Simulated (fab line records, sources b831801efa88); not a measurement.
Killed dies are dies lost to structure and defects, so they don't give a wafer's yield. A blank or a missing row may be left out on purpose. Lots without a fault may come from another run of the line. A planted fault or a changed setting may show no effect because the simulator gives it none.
A struck lot beside a sound one | flow sky130 | 14 steps out of a route of 708
Sound: wafers L274.2, L274.5, L274.6. Struck: wafer L278.6. (L278.2, L278.3 of the same lot were not struck and are left out.) The cause comes at the end.
At each step with rows: each side's tool, then ch and its chambers, then its first start. Under that, the readings that differ: sound wafers | struck wafers | difference of the means | sigmas: that difference in standard deviations of wafers without a fault.
alike: readings whose means differ by less than 2 such deviations, and words and numbers that are the same on both sides. not compared: withheld readings, readings that some wafer has no value for, bounds like >300 that may hide the same value, and numbers for which the record gives no deviation and whose values overlap.
The two part at a step that has a row with sigmas, a row that says differs or no value, or rows on one side only. Numbers that don't overlap but have no deviation are shown without sigmas and don't part them. A reading that every wafer of one side lacks parts them only if that side has two wafers or more.

SKY_VIA2_OVL_MEAS_13:
  sound on overlay-02, day 38 17:38; struck on overlay-01, day 40 06:16
  reading       | sound  | struck | difference | sigmas
  VIA2_OVL (nm) | 12 9 8 | -11    | -21        | -3
SKY_VIA2_ETCH_14: etches BARC in N2/H2, stops on SiO2, time 45.9 s, target depth 60 nm.
  sound on rie_diel-04 ch 1,2,3, day 38 17:40; struck on rie_diel-01 ch 3, day 40 06:17
  alike: drypump_motor_current_A, oes_product_au, throttle_valve_pct
  not compared: rf_hours_counter_h
SKY_VIA2_ETCH_15: etches SiO2 in C4F8/O2/Ar, stops on TiN, target depth 546 nm, time 84 s.
  sound on rie_diel-04 ch 1,2,3, day 38 17:43; struck on rie_diel-01 ch 3, day 40 06:20
  alike: oes_product_au
  not compared: rf_hours_counter_h
SKY_VIA2_STRIP_16: strips in O2/N2.
  sound on plasma_asher-02 ch 0,1, day 38 17:47; struck on plasma_asher-03 ch 1, day 40 06:24
  reading                     | sound       | struck | difference | sigmas
  drypump_motor_current_A (A) | 5.8 5.7 5.8 | 4.9    | -0.9       | -2
  alike: oes_product_au, strip_time_to_endpoint_s
  not compared: rf_hours_counter_h
then, 4 steps without rows for these wafers: SKY_VIA2_STRIP_17 (strips in post etch residue remover, time 1200 s); SKY_VIA2_CLEAN_18 (cleans in IPA, time 180 s); SKY_VIA2_CLEAN_19 (cleans in O3/DIW); SKY_VIA2_SPUTTER_20 (material TiN, target thk 20 nm, time 80 s).
SKY_VIA2_CVD_21: deposits W, target thk 420 nm, time 126.4 s.
  sound on cvd_w-02 ch 0,1, day 38 18:27; struck on cvd_w-02 ch 0, day 40 07:03
  alike: heater_power_w
SKY_VIA2_RS_MEAS_22: measures by four-point-probe.
  sound on film_metro-04, day 38 18:36; struck on film_metro-03, day 40 07:12
  alike: VIA2_W_RS
SKY_VIA2_THK_MEAS_23: measures by xrf.
  sound on film_metro-04, day 38 18:43; struck on film_metro-03, day 40 07:19
  alike: VIA2_W_THK
then, 1 step without rows for these wafers: SKY_VIA2_CMP_24 (polishes, stops on SiO2, t overpolish 20 s, target thk 0 nm).
SKY_METAL3_SPUTTER_00: material Ti, target thk 15 nm, time 10 s.
  sound on pvd_sputter-04, day 38 19:04; struck on pvd_sputter-04, day 40 07:40
  reading                                   | sound             | struck | difference | sigmas
  model.Ti_of_METAL3_SPUTTER_00.thk_nm (nm) | 14.98 14.88 15.28 | 10.55  | -4.50      |
  alike: throttle_valve_pct
SKY_METAL3_SPUTTER_01: material TiN, target thk 20 nm, time 16.7 s.
  sound on pvd_sputter-04, day 38 19:05; struck on pvd_sputter-04, day 40 07:41
  alike: throttle_valve_pct

WHERE THEY PART
First at SKY_VIA2_OVL_MEAS_13; last, within this record, at SKY_VIA2_STRIP_16. Later steps at which nothing parts them and some readings are alike: SKY_VIA2_CVD_21, SKY_VIA2_RS_MEAS_22, SKY_VIA2_THK_MEAS_23, SKY_METAL3_SPUTTER_00, SKY_METAL3_SPUTTER_01.

WHY: what the simulator had put in
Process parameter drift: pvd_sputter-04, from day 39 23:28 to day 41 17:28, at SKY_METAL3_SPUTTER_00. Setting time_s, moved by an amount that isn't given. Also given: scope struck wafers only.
